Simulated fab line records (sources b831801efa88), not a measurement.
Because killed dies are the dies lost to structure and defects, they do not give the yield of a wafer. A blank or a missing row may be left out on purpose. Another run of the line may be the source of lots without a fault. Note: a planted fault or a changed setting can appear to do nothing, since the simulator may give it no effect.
A lot that was struck, set against a sound lot | flow gf180mcu | 19 out of 602 route steps
Sound: these wafers, L551.4, L551.5, L551.6. Struck: wafers L558.2, L558.5, L558.6. The cause is named last.
Per side, at each step with rows, come the tool, then ch with its chambers, and then its first start. Under that, the readings that differ: sound wafers | struck wafers | difference of the means | sigmas: that difference in standard deviations of wafers without a fault.
alike: words and numbers the same on both sides, and readings whose means are apart by under 2 such deviations; not compared: readings that were withheld, readings missing a value for some wafer, numbers with overlapping values and no deviation given by the record, and bounds like >300 which may hide the same value.
The two part at a step that has a row with sigmas, a row that says differs or no value, or rows on one side only. Numbers that don't overlap but have no deviation are shown without sigmas and don't part them. A reading that every wafer of one side lacks parts them only if that side has two wafers or more.

first, 3 steps without rows for these wafers: GF_MVPSD_EXPOSE_04 (exposes mask MVPSD, target cd 1000 nm); GF_MVPSD_PEB_05; GF_MVPSD_DEVELOP_06 (develop time 60 s).
GF_MVPSD_OVL_MEAS_07:
  struck on overlay-01, day 7 21:25; sound on overlay-02, day 6 03:24
  alike: MVPSD_OVL
then, 2 steps without rows for these wafers: GF_MVPSD_IMPLANT_08; GF_MVPSD_IMPLANT_09.
GF_MVPSD_STRIP_10: strips in O2/N2.
  sound on plasma asher-04 ch 0,1, day 6 03:46; struck on plasma asher-03 ch 0,1, day 7 21:44
  alike: drypump motor current A, heater power w, o2 flow sccm, oes product au, strip time to endpoint s
  not compared: rf hours counter h
GF_MVPSD_TW_MEAS_11:
  struck on film metro-02, day 7 21:51; sound on film metro-03, day 6 03:51
  reading  | sound       | struck      | difference | sigmas
  MVPSD_TW | 558 558 560 | 542 545 545 | -15        | -2
then, 4 steps without rows for these wafers: GF_VT_IMPLANT_DEHYDRATE_00 (time 60 s); GF_VT_IMPLANT_HMDS_01 (prime time 60 s); GF_VT_IMPLANT_COAT_02 (resist thk 1000 nm); GF_VT_IMPLANT_SOFTBAKE_03 (time 60 s).
GF_VT_IMPLANT_EXPOSE_04: exposes mask LVPWELL LV AREA, target cd 600 nm.
  sound on iline stepper-02 ch 0, day 6 11:14; struck on iline stepper-01 ch 0, day 8 06:05
  reading | sound                                                 | struck               | difference | sigmas
  mask    | LVPWELL_LV_AREA#0 LVPWELL_LV_AREA#0 LVPWELL_LV_AREA#0 | MVSD#0 MVSD#0 MVSD#0 | differs    |
then, 2 steps without rows for these wafers: GF_VT_IMPLANT_PEB_05; GF_VT_IMPLANT_DEVELOP_06 (develop time 60 s).
GF_VT_IMPLANT_OVL_MEAS_07:
  struck on overlay-01, day 8 14:18; sound on overlay-02, day 6 18:37
  reading             | sound        | struck | difference                    | sigmas
  VT_IMPLANT_OVL (nm) | 0.1 -1.4 0.8 | - - -  | no value on the struck wafers |
after that, 1 step had no rows for these wafers: GF_VT_IMPLANT_IMPLANT_08.
GF_VT_IMPLANT_STRIP_09: strips in O2/N2.
  sound on plasma asher-03 ch 0,1, day 6 18:49; struck on plasma asher-03 ch 0,1, day 8 14:29
  alike: drypump motor current A, heater power w, o2 flow sccm, oes product au, strip time to endpoint s
  not compared: rf hours counter h
GF_VT_IMPLANT_TW_MEAS_10:
  struck on film metro-04, day 8 14:49; sound on film metro-03, day 6 18:55
  reading       | sound             | struck         | difference | sigmas
  VT_IMPLANT_TW | 571.8 571.0 571.6 | 30.4 30.2 30.3 | -541.2     | -99 or more
  not compared: hold

== WHERE THEY PART ==
Earliest at GF_MVPSD_TW_MEAS_11; latest, in this record, at GF_VT_IMPLANT_TW_MEAS_10.

WHY: what had been put in by the simulator
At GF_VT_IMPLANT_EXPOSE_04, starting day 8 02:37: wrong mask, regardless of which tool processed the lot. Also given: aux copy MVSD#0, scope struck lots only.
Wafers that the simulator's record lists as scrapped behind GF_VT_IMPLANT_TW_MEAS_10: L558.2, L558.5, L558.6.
